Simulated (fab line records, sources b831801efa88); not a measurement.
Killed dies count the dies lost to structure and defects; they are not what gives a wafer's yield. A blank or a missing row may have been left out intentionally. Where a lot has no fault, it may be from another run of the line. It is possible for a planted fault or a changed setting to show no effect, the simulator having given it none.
The tool behind it: which one?	flow sky130	Sampling: 12 lots, 36 wafers, 2 of 708 route steps

== WHAT EACH GAUGE READ, for each wafer ==
SKY_VIA3_THK_MEAS_01.
lot	measured	on	VIA3_HDPCVD_THK (nm)
L075	day 39 02:10	film metro-04	1674 1646 1670
L078	day 39 19:08	film metro-02	1656 1625 1641
L079	day 40 13:40	film metro-04	1650 1634 1641
L081	day 41 01:35	film metro-04	1637 1644 1639
L083	day 41 09:09	film metro-04	1630 1643 1622
L085	day 42 02:53	film metro-02	1627 1657 1633
L087	day 42 14:04	film metro-03	1653 1652 1660
L089	day 43 09:31	film metro-02	1624 1631 1643
L091	day 43 19:16	film metro-04	1605 1584 1641
L093	day 44 13:48	film metro-04	1670 1646 1683
L097	day 45 07:36	film metro-02	1648 1609 1650
L096	day 45 12:47	film metro-03	1627 1658 1647

== TOOL THAT RAN EACH LOT (tool first, then ch and the chambers of the sampled wafers, then the start) ==
lot	SKY_CONTACT_ETCH_16
L075	rie diel-04 ch 0,1,3, day 32 01:16
L078	rie diel-02 ch 0,2, day 32 19:37
L079	rie diel-04 ch 1,2, day 33 16:37
L081	rie diel-02 ch 0,3, day 34 04:53
L083	rie diel-02 ch 0,1,3, day 34 12:55
L085	rie diel-02 ch 1,2,3, day 35 07:37
L087	rie diel-04 ch 0,1,3, day 35 23:59
L089	rie diel-02 ch 2,3, day 36 18:58
L091	rie diel-03 ch 1,2, day 37 06:08
L093	rie diel-04 ch 1,2,3, day 38 03:07
L097	rie diel-04 ch 0,1,2, day 38 23:46
L096	rie diel-03 ch 0,1,2, day 39 03:01
- SKY_CONTACT_ETCH_16: etches BARC in N2/H2, stops on SiO2, time 45.9 s, target depth 60 nm.

== THE ANSWER, worked out from the rows above alone ==
Rule: the lots themselves supply what counts as usual. Put in order of their means at a reading, lots are off if they are a third of the lots or fewer, leave a main group of 4 or more, and stand apart from it by a gap of 3 or more times the standard deviation of the main group's means; of several such gaps the widest counts. Not used: any main group whose means are identical at the precision the tables above print for the reading. Also off: a lot with no number at a reading for which 4 or more lots have one. Where the step has rows for the other lots, those lots are counted as sound.
No lot is off at any reading shown: from this, nothing can be told.

== WHAT THE SIMULATOR HAD PUT IN ==
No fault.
